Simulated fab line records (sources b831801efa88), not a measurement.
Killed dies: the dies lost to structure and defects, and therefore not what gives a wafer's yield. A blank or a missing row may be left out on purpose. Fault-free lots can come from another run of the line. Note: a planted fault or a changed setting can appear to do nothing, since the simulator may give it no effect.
fab line records    flow sky130
[record] lots = 14  wafers = 42  last-day = 50
route steps=708 shown VT_ADJUST_PCH@150 SONOS_TUNNEL@166 GATE_OXIDE@199 PAD_OPEN@708
lots that met no fault: taken from a fault-free run of the same line
start-h: start of the lot's first displayed wafer, in hours after the record's first day    wait-h: hours elapsed since this lot's preceding step    " unchanged from the row above    L1.1+2: a row that stands for several wafers    - value missing, or start not given    * or withheld: withheld    < > ~ a bound
route shown NAME@n: names a module that has steps shown in the file, with the first one's number in the route    usual: mean and standard deviation over wafers with no fault    same: alike in all rows    chamber/n: place in a boat    sites: per-site readings    _std_site: how widely they spread, as a standard deviation    _edge_site: outer sites' mean less inner sites'    radius-mm: how far each site lies from the wafer's centre    mask NAME#n: copy n    behind: tool/chamber where the wafer was last shaped    hold: reason for holding the lot/hours on hold/outcome of the hold    device: whichever transistor did not switch (one of n, p or np)    end of line: at the end of the route, the tests of the same wafers    step lacking rows: just its recipe    killed: at the first sort, the dies lost to defects and structure; wafer yield is something else    map: the dies of a wafer, with x for killed, . for not killed, _ for no die there
set.NAME: the run value of the setting; set.NAME@STEP: its run value at that earlier step    model.NAME: the simulator's own value behind a step, which no gauge read
a sample of lots followed through the steps of the route, with each step as a table and each wafer as a row
services: a tool's chamber out of use, with start hour (start-h, from the record's first day; less than 0 if before it), hours out, and reason
[[steps]]
[step SKY_VT_ADJUST_PCH_OVL_MEAS_07]
[usual] VT_ADJUST_PCH_OVL = -0.1/1.4
lot.wafer  tool        chamber  start-h  wait-h  VT_ADJUST_PCH_OVL[nm]
L387.2     overlay-02  -        223.21   -       -2.3
L387.3     "           -        "        "       -0.5
L387.4     "           -        "        "       0.9
L390.2     overlay-01  -        251.01   -       -1.9
L390.3     "           -        "        "       -1.0
L390.6     "           -        "        "       0.0
L391.1     overlay-02  -        259.36   -       -1.1
L391.4     "           -        "        "       -1.1
L391.6     "           -        "        "       0.7
L395.2     overlay-01  -        289.91   -       2.7
L395.4     "           -        "        "       0.1
L395.5     "           -        "        "       -1.3
L396.4     overlay-01  -        295.40   -       2.3
L396.5     "           -        "        "       3.3
L396.6     "           -        "        "       2.4
L397.4     overlay-02  -        303.95   -       -1.3
L397.5     "           -        "        "       -1.4
L397.6     "           -        "        "       -0.7
L399.3     overlay-01  -        315.94   -       -2.2
L399.4     "           -        "        "       -1.3
L399.5     "           -        "        "       -1.1
L401.2     overlay-01  -        333.11   -       -2.1
L401.3     "           -        "        "       -2.2
L401.5     "           -        "        "       -3.3
L404.2     overlay-02  -        354.92   -       0.6
L404.5     "           -        "        "       -1.8
L404.6     "           -        "        "       1.5
L405.1     overlay-01  -        363.37   -       -1.1
L405.4     "           -        "        "       0.0
L405.6     "           -        "        "       0.3
L406.2     overlay-02  -        372.63   -       1.0
L406.4     "           -        "        "       -1.7
L406.6     "           -        "        "       2.0
L407.3     overlay-02  -        373.53   -       -0.1
L407.4     "           -        "        "       0.4
L407.5     "           -        "        "       0.7
L408.1     overlay-02  -        379.08   -       -2.3
L408.2     "           -        "        "       -1.1
L408.3     "           -        "        "       -2.5
L410.1     overlay-01  -        400.36   -       1.5
L410.3     "           -        "        "       1.2
L410.4     "           -        "        "       1.9
[step SKY_VT_ADJUST_PCH_STRIP_09]
[recipe] chemistry = O2/N2  power-w = 1400  pressure-mtorr = 1500  platen-temp-c = withheld  o2-flow-sccm = 3000  n2-flow-sccm = 300  overash-fraction = 0.5
[usual] chamber-pressure-mTorr = 1500.0/1.4  drypump-motor-current-A = 5.6/0.37  oes-product-au = 0.722/0.0048  strip-time-to-endpoint-s = 36.88/0.1
[same] overash-fraction = 0.5
lot.wafer  tool             chamber  start-h  wait-h  chamber-pressure-mTorr  drypump-motor-current-A  oes-product-au  rf-hours-counter-h  strip-time-to-endpoint-s
L387.2     plasma-asher-04  1        223.39   0.1     1497.6                  5.2                      0.722           56                  36.83
L387.3     "                1        "        "       1499.7                  5.2                      0.725           -                   36.95
L387.4     "                0        "        "       1503.1                  6.2                      0.728           -                   36.77
L390.2     plasma-asher-01  1        251.19   0.1     1499.8                  5.5                      0.716           43                  36.95
L390.3     "                1        "        "       1501.8                  5.5                      0.721           -                   36.89
L390.6     "                0        "        "       1498.6                  6.0                      0.717           -                   36.96
L391.1     plasma-asher-04  1        259.54   0.1     1500.6                  5.2                      0.715           59                  36.64
L391.4     "                0        "        "       1501.0                  6.2                      0.716           -                   36.83
L391.6     "                1        "        "       1501.6                  5.2                      0.725           -                   36.67
L395.2     plasma-asher-02  1        290.09   0.1     1500.9                  5.5                      0.722           17                  36.87
L395.4     "                0        "        "       1500.6                  5.0                      0.724           -                   36.78
L395.5     "                0        "        "       1500.4                  5.0                      0.720           -                   36.81
L396.4     plasma-asher-01  1        295.60   0.1     1500.0                  5.5                      0.719           -                   37.00
L396.5     "                0        "        "       1498.4                  6.0                      0.720           -                   37.02
L396.6     "                1        "        "       1499.4                  5.5                      0.723           -                   37.00
L397.4     plasma-asher-01  0        304.15   0.1     1500.0                  5.9                      0.717           -                   36.86
L397.5     "                0        "        "       1500.1                  5.9                      0.730           -                   36.99
L397.6     "                1        "        "       1499.1                  5.5                      0.727           -                   37.11
L399.3     plasma-asher-01  1        316.15   0.1     1499.9                  5.5                      0.718           -                   36.99
L399.4     "                0        "        "       1497.3                  5.9                      0.720           -                   36.88
L399.5     "                1        "        "       1499.4                  5.5                      0.705           -                   36.88
L401.2     plasma-asher-04  1        333.29   0.1     1499.6                  5.2                      0.731           68                  36.85
L401.3     "                0        "        "       1498.9                  6.2                      0.726           -                   36.88
L401.5     "                1        "        "       1501.1                  5.2                      0.716           -                   36.74
L404.2     plasma-asher-01  1        355.35   0.1     1499.0                  5.5                      0.725           53                  37.08
L404.5     "                1        "        "       1500.5                  5.5                      0.718           -                   37.02
L404.6     "                0        "        "       1500.2                  5.9                      0.717           -                   36.97
L405.1     plasma-asher-02  1        363.55   0.1     1500.1                  5.5                      0.725           23                  36.87
L405.4     "                1        "        "       1498.2                  5.5                      0.717           -                   36.87
L405.6     "                0        "        "       1501.6                  5.0                      0.722           -                   36.86
L406.2     plasma-asher-01  0        372.81   0.1     1498.8                  5.9                      0.731           55                  36.87
L406.4     "                1        "        "       1501.7                  5.5                      0.723           -                   36.81
L406.6     "                1        "        "       1500.5                  5.5                      0.721           -                   36.90
L407.3     plasma-asher-04  1        373.74   0.1     1498.5                  5.2                      0.715           -                   36.75
L407.4     "                0        "        "       1498.9                  6.2                      0.723           -                   36.78
L407.5     "                0        "        "       1498.8                  6.2                      0.726           -                   36.72
L408.1     plasma-asher-04  1        379.26   0.1     1500.5                  5.2                      0.730           73                  36.59
L408.2     "                0        "        "       1500.2                  6.1                      0.719           73                  36.75
L408.3     "                0        "        "       1498.0                  6.1                      0.728           -                   36.71
L410.1     plasma-asher-02  0        400.54   0.1     1498.6                  5.0                      0.721           27                  36.84
L410.3     "                0        "        "       1499.2                  5.0                      0.720           -                   36.80
L410.4     "                1        "        "       1498.8                  5.5                      0.723           -                   36.87
[step SKY_SONOS_TUNNEL_TW_MEAS_12]
[usual] SONOS_TUNNEL_TW = 196.0/1.8
lot.wafer  tool           chamber  start-h  wait-h  SONOS_TUNNEL_TW
L387.2     film-metro-02  -        246.40   0.0     195.7
L387.3     "              -        "        "       195.2
L387.4     "              -        "        "       195.3
L390.2     film-metro-02  -        275.89   0.0     194.3
L390.3     "              -        "        "       195.4
L390.6     "              -        "        "       194.8
L391.1     film-metro-01  -        284.24   0.0     195.1
L391.4     "              -        "        "       194.4
L391.6     "              -        "        "       194.4
L395.2     film-metro-03  -        314.74   0.0     199.1
L395.4     "              -        "        "       198.6
L395.5     "              -        "        "       198.7
L396.4     film-metro-01  -        321.22   0.0     194.9
L396.5     "              -        "        "       196.2
L396.6     "              -        "        "       196.2
L397.4     film-metro-02  -        332.03   0.0     195.1
L397.5     "              -        "        "       195.2
L397.6     "              -        "        "       195.8
L399.3     film-metro-02  -        342.01   0.0     194.7
L399.4     "              -        "        "       193.9
L399.5     "              -        "        "       193.2
L401.2     film-metro-01  -        359.68   0.0     193.1
L401.3     "              -        "        "       193.6
L401.5     "              -        "        "       193.7
L404.2     film-metro-02  -        382.65   0.0     194.8
L404.5     "              -        "        "       195.7
L404.6     "              -        "        "       195.4
L405.1     film-metro-02  -        391.37   0.0     193.6
L405.4     "              -        "        "       194.2
L405.6     "              -        "        "       194.3
L406.2     film-metro-01  -        401.33   0.0     196.0
L406.4     "              -        "        "       195.6
L406.6     "              -        "        "       195.8
L407.3     film-metro-03  -        402.33   0.0     196.8
L407.4     "              -        "        "       197.4
L407.5     "              -        "        "       197.4
L408.1     film-metro-01  -        407.11   0.0     195.5
L408.2     "              -        "        "       194.8
L408.3     "              -        "        "       195.7
L410.1     film-metro-03  -        431.94   0.0     198.8
L410.3     "              -        "        "       198.7
L410.4     "              -        "        "       198.2
[step SKY_GATE_OXIDE_WET_ETCH_12]
[recipe] chemistry = dHF  target-depth-nm = 16.8  dry = n2-spin  target = SiO2  dilution = 100:1  temp-c = 25  time-s = 336
[usual] run-length-s = 366/3.8
lot.wafer  tool          chamber  start-h  wait-h  run-length-s
L387.2     wet-bench-03  2        299.44   0.1     371
L387.3     "             2        "        "       371
L387.4     "             2        "        "       371
L390.2     wet-bench-04  0        358.34   0.1     365
L390.3     "             0        "        "       365
L390.6     "             0        "        "       365
L391.1     wet-bench-02  1        358.65   0.1     362
L391.4     "             1        "        "       362
L391.6     "             1        "        "       362
L395.2     wet-bench-04  0        376.25   0.1     196
L395.4     "             0        "        "       196
L395.5     "             0        "        "       196
L396.4     wet-bench-02  1        388.84   0.1     362
L396.5     "             1        "        "       362
L396.6     "             1        "        "       362
L397.4     wet-bench-04  0        402.34   0.1     201
L397.5     "             0        "        "       201
L397.6     "             0        "        "       201
L399.3     wet-bench-02  1        410.26   0.1     370
L399.4     "             1        "        "       370
L399.5     "             1        "        "       370
L401.2     wet-bench-03  1        431.04   0.1     360
L401.3     "             1        "        "       360
L401.5     "             1        "        "       360
L404.2     wet-bench-02  3        448.25   0.1     361
L404.5     "             3        "        "       361
L404.6     "             3        "        "       361
L405.1     wet-bench-02  0        459.51   0.1     369
L405.4     "             0        "        "       369
L405.6     "             0        "        "       369
L407.3     wet-bench-03  1        470.40   0.1     368
L407.4     "             1        "        "       368
L407.5     "             1        "        "       368
L406.2     wet-bench-04  2        470.49   0.1     370
L406.4     "             2        "        "       370
L406.6     "             2        "        "       370
L408.1     wet-bench-03  1        474.95   0.1     368
L408.2     "             1        "        "       368
L408.3     "             1        "        "       368
L410.1     wet-bench-03  3        496.70   0.1     362
L410.3     "             3        "        "       362
L410.4     "             3        "        "       362
[step SKY_PAD_OPEN_PROBE_99]
[usual] killed_at_M0_to_M3 = 43/7.5  killed_at_M4_up = 2.8/1.8  killed-at-contacts = 24/5.3  killed-at-front-end = 14/4.2  killed-at-other = 0.3/0.54  killed-dies = 84/9.4  killed-on-rim = 16/3.3  killed-open = 46/7.1  killed-short = 38/6.6
[same] gross-dies = 492  killed-at-back-side = 0
lot.wafer  tool       chamber  start-h  wait-h  killed_at_M0_to_M3  killed_at_M4_up  killed-at-contacts  killed-at-front-end  killed-at-other  killed-dies  killed-on-rim  killed-open  killed-short
L396.4     prober-02  -        1152.48  0.2     54                  1                21                  16                   1                93           18             43           48
L396.5     prober-02  -        1152.53  0.2     40                  3                30                  15                   1                89           16             47           41
L396.6     prober-02  -        1152.58  0.2     48                  2                21                  14                   1                86           19             45           38
L397.4     prober-01  -        1152.91  0.2     42                  0                29                  421                  0                492          96             52           29
L397.5     prober-01  -        1152.96  0.2     50                  2                12                  428                  0                492          96             42           43
L397.6     prober-01  -        1153.01  0.2     46                  1                24                  421                  0                492          96             42           44
L399.3     prober-02  -        1153.93  0.2     38                  3                29                  9                    0                79           13             39           40
L399.4     prober-02  -        1153.98  0.2     45                  4                26                  10                   1                86           16             49           37
L399.5     prober-02  -        1154.03  0.2     40                  4                29                  8                    0                81           17             46           35
L404.2     prober-02  -        1169.03  0.1     52                  1                20                  17                   0                90           18             52           38
L404.5     prober-02  -        1169.18  0.2     32                  2                22                  12                   0                68           10             29           39
L404.6     prober-02  -        1169.23  0.2     35                  3                24                  13                   1                76           13             45           31
L405.1     prober-01  -        1172.30  0.1     32                  2                22                  17                   0                73           12             40           32
L405.4     prober-01  -        1172.45  0.2     34                  2                17                  11                   0                64           15             34           29
L405.6     prober-01  -        1172.55  0.2     48                  1                24                  16                   1                90           17             43           47
L406.2     prober-01  -        1182.48  0.1     47                  2                19                  10                   0                78           16             37           41
L406.4     prober-01  -        1182.58  0.2     43                  3                22                  17                   1                86           17             46           39
L406.6     prober-01  -        1182.68  0.2     35                  4                18                  22                   0                79           18             40           39
L408.1     prober-02  -        1184.68  0.1     29                  7                25                  17                   1                79           16             43           35
L408.2     prober-02  -        1184.73  0.1     27                  0                20                  18                   1                66           13             34           32
L408.3     prober-02  -        1184.78  0.2     33                  7                21                  14                   0                75           14             38           36
L410.1     prober-01  -        1194.22  0.1     44                  4                27                  15                   0                90           17             50           38
L410.3     prober-01  -        1194.32  0.2     51                  3                21                  11                   1                87           14             58           29
L410.4     prober-01  -        1194.37  0.2     33                  4                16                  8                    0                61           14             34           27
// killed by level:class
L396.4 VIA1:geometric-particle:open=11 VIA2:geometric-particle:open=8 VIA3:geometric-particle:open=8 CONTACT:geometric-particle:open=7 POLY_GATE:geometric-particle:short=6 LOCAL_INTERCONNECT:geometric-particle:short=6 VIA1:geometric-particle:short=6 METAL1:geometric-particle:short=6
L396.5 LI_CONTACT:geometric-particle:open=9 CONTACT:geometric-particle:open=8 CONTACT:geometric-particle:short=7 VIA1:geometric-particle:open=7 METAL2:geometric-particle:short=7 METAL1:geometric-particle:short=5 VIA2:geometric-particle:open=5 FIELD_ISO:geometric-particle:short=4
L396.6 CONTACT:geometric-particle:open=9 METAL1:geometric-particle:short=9 VIA1:geometric-particle:open=9 VIA2:geometric-particle:open=8 METAL2:geometric-particle:short=5 VIA3:geometric-particle:open=5 FIELD_ISO:geometric-particle:short=4 VIA3:geometric-particle:short=4
L397.4 GATE_OXIDE:area-etch=411 CONTACT:geometric-particle:open=14 LI_CONTACT:geometric-particle:open=9 VIA2:geometric-particle:open=8 VIA1:geometric-particle:open=8 METAL1:geometric-particle:short=6 POLY_GATE:geometric-particle:short=5 VIA1:geometric-particle:short=5
L397.5 GATE_OXIDE:area-etch=407 VIA1:geometric-particle:open=13 VIA3:geometric-particle:open=8 CONTACT:geometric-particle:short=7 VIA2:geometric-particle:open=7 POLY_GATE:geometric-particle:short=6 VIA3:geometric-particle:short=6 FIELD_ISO:geometric-particle:short=5
L397.6 GATE_OXIDE:area-etch=406 VIA1:geometric-particle:open=13 VIA1:geometric-particle:short=10 LI_CONTACT:geometric-particle:open=7 CONTACT:geometric-particle:open=7 POLY_GATE:geometric-particle:short=6 FIELD_ISO:geometric-particle:short=5 METAL1:geometric-particle:short=5
L399.3 LOCAL_INTERCONNECT:geometric-particle:short=14 CONTACT:geometric-particle:open=11 VIA1:geometric-particle:open=8 VIA2:geometric-particle:short=5 VIA2:geometric-particle:open=5 VIA3:geometric-particle:open=5 FIELD_ISO:geometric-particle:short=4 METAL2:geometric-particle:short=4
L399.4 VIA1:geometric-particle:open=12 CONTACT:geometric-particle:open=11 LI_CONTACT:geometric-particle:open=8 METAL2:geometric-particle:short=8 METAL1:geometric-particle:short=6 VIA2:geometric-particle:open=6 FIELD_ISO:geometric-particle:short=4 FIELD_ISO:geometric-particle:open=3
L399.5 CONTACT:geometric-particle:open=11 VIA3:geometric-particle:open=7 LI_CONTACT:geometric-particle:open=6 CONTACT:geometric-particle:short=6 VIA1:geometric-particle:open=6 VIA2:geometric-particle:open=5 LOCAL_INTERCONNECT:geometric-particle:short=5 VIA1:geometric-particle:short=5
L404.2 VIA1:geometric-particle:open=13 METAL1:geometric-particle:short=9 CONTACT:geometric-particle:open=8 FIELD_ISO:geometric-particle:open=7 FIELD_ISO:geometric-particle:short=5 LI_CONTACT:geometric-particle:open=5 VIA2:geometric-particle:open=5 VIA3:geometric-particle:short=5
L404.5 CONTACT:geometric-particle:open=8 VIA3:geometric-particle:short=7 CONTACT:geometric-particle:short=6 VIA1:geometric-particle:short=5 METAL1:geometric-particle:short=4 METAL2:geometric-particle:short=4 LI_CONTACT:geometric-particle:short=3 LI_CONTACT:geometric-particle:open=3
L404.6 VIA3:geometric-particle:open=10 LI_CONTACT:geometric-particle:open=8 CONTACT:geometric-particle:open=7 VIA2:geometric-particle:open=7 METAL1:geometric-particle:short=5 VIA1:geometric-particle:open=5 CONTACT:geometric-particle:short=4 FIELD_ISO:geometric-particle:short=3
L405.1 CONTACT:geometric-particle:open=10 METAL1:geometric-particle:short=6 LI_CONTACT:geometric-particle:open=5 CONTACT:geometric-particle:short=5 VIA2:geometric-particle:open=5 VIA1:geometric-particle:open=4 POLY_GATE:geometric-particle:short=4 VIA3:geometric-particle:open=4
L405.4 CONTACT:geometric-particle:open=8 METAL1:geometric-particle:short=7 VIA3:geometric-particle:open=6 VIA1:geometric-particle:open=5 LI_CONTACT:geometric-particle:open=4 FIELD_ISO:geometric-particle:open=3 VIA1:geometric-particle:short=3 VIA2:geometric-particle:open=3
L405.6 CONTACT:geometric-particle:open=9 VIA1:geometric-particle:open=8 METAL1:geometric-particle:short=8 VIA2:geometric-particle:open=7 VIA3:geometric-particle:short=7 POLY_GATE:geometric-particle:short=6 LI_CONTACT:geometric-particle:open=6 CONTACT:geometric-particle:short=5
L406.2 VIA1:geometric-particle:short=8 LI_CONTACT:geometric-particle:open=6 CONTACT:geometric-particle:open=6 VIA2:geometric-particle:open=6 CONTACT:geometric-particle:short=5 METAL1:geometric-particle:short=5 VIA1:geometric-particle:open=5 METAL2:geometric-particle:short=5
L406.4 VIA1:geometric-particle:open=12 CONTACT:geometric-particle:open=9 POLY_GATE:geometric-particle:open=7 VIA1:geometric-particle:short=6 CONTACT:geometric-particle:short=5 FIELD_ISO:geometric-particle:short=4 VIA2:geometric-particle:open=4 LI_CONTACT:geometric-particle:open=4
L406.6 VIA1:geometric-particle:open=12 LI_CONTACT:geometric-particle:open=7 FIELD_ISO:geometric-particle:short=6 CONTACT:geometric-particle:open=5 VIA1:geometric-particle:short=4 VIA3:geometric-particle:open=4 METAL1:geometric-particle:short=3 SPACER:geometric-particle:short=3
L408.1 LI_CONTACT:geometric-particle:open=11 CONTACT:geometric-particle:open=7 VIA1:geometric-particle:open=6 CONTACT:geometric-particle:short=5 METAL2:geometric-particle:short=5 FIELD_ISO:geometric-particle:open=4 POLY_GATE:geometric-particle:short=4 VIA1:geometric-particle:short=4
L408.2 CONTACT:geometric-particle:open=7 LI_CONTACT:geometric-particle:open=6 FIELD_ISO:geometric-particle:short=5 VIA1:geometric-particle:open=5 METAL1:geometric-particle:short=5 POLY_GATE:geometric-particle:open=4 CONTACT:geometric-particle:short=4 METAL2:geometric-particle:short=4
L408.3 VIA3:geometric-particle:open=8 CONTACT:geometric-particle:open=7 METAL2:geometric-particle:short=5 METAL1:geometric-particle:short=5 METAL3:geometric-particle:short=5 CONTACT:geometric-particle:short=4 FIELD_ISO:geometric-particle:short=3 POLY_GATE:geometric-particle:open=3
L410.1 CONTACT:geometric-particle:open=8 LI_CONTACT:geometric-particle:open=8 VIA2:geometric-particle:open=8 VIA3:geometric-particle:open=8 METAL1:geometric-particle:short=7 CONTACT:geometric-particle:short=6 VIA1:geometric-particle:open=6 FIELD_ISO:geometric-particle:short=5
L410.3 VIA1:geometric-particle:open=17 VIA2:geometric-particle:open=10 VIA3:geometric-particle:open=9 LI_CONTACT:geometric-particle:open=8 CONTACT:geometric-particle:open=7 METAL2:geometric-particle:short=6 CONTACT:geometric-particle:short=4 VIA2:geometric-particle:short=4
L410.4 VIA1:geometric-particle:open=8 LI_CONTACT:geometric-particle:open=7 METAL1:geometric-particle:short=6 CONTACT:geometric-particle:open=5 VIA1:geometric-particle:short=4 VIA2:geometric-particle:open=4 VIA3:geometric-particle:open=4 POLY_GATE:geometric-particle:open=3
[[services]]
tool             chamber  start-h  hours  kind
plasma-asher-01  -        238.08   10.6   repair
plasma-asher-02  -        259.38   0.3    repair
plasma-asher-02  -        268.93   1.0    repair
wet-bench-04     -        291.59   17.1   repair
plasma-asher-02  -        295.31   2.1    repair
plasma-asher-02  -        329.51   6.4    repair
plasma-asher-01  -        332.88   0.4    repair
wet-bench-04     -        335.02   0.5    repair
plasma-asher-01  -        336.74   2.2    repair
plasma-asher-04  -        342.01   4.0    repair
wet-bench-03     -        390.17   5.6    repair
plasma-asher-04  -        394.40   14.6   pm
plasma-asher-04  -        409.00   30.8   pm
plasma-asher-01  -        430.03   14.6   pm
plasma-asher-04  -        439.80   9.0    pm
plasma-asher-04  0        439.80   9.0    vent-cycle
plasma-asher-04  1        439.80   9.0    vent-cycle
plasma-asher-04  0        448.80   -      clean
plasma-asher-04  1        448.80   -      clean
plasma-asher-02  -        455.12   2.0    repair
[[key]]
[first-sign] step = SKY_GATE_OXIDE_WET_ETCH_12  reading = run-length-s  direction = down  sigmas = 44  usual = *  struck = *
[effect] step = SKY_PAD_OPEN_PROBE_99  reading = killed-at-front-end  direction = up  sigmas = 97  usual = 14  struck = 423
[more-kills-born-at] SKY_GATE_OXIDE_WET_ETCH_12@wet-bench-04 = 1224
met-at SKY_GATE_OXIDE_WET_ETCH_12
struck-lots L395,L397
rows-end L395.2,L395.4,L395.5
later-rows-left-out L397.4,L397.5,L397.6
tester-left-out L397
not-acting-at SKY_VT_ADJUST_PCH_OVL_MEAS_07,SKY_VT_ADJUST_PCH_STRIP_09,SKY_SONOS_TUNNEL_TW_MEAS_12
onset-between 358.34 376.25
[fault] kind = process-parameter-drift  tool = wet-bench-04  chamber = -  onset-h = 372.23  steps = SKY_GATE_OXIDE_WET_ETCH_12  channel = time-s  offset = *  shape = step  end-h = 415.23  acts-in = *  stated = *
// tester-left-out: of these lots the tester's yield and bins aren't shown, on N5 and GAA mostly nor the transistor test; their killed dies are dies lost to structure and defects alone, not to doping, threshold or leakage, so they don't give the yield
// later-rows-left-out: the simulator's readings of these wafers behind a module that went badly wrong aren't trusted and aren't shown, but for the sort
// rows-end: these wafers met a further fault down the route, and their rows from its step on are left out
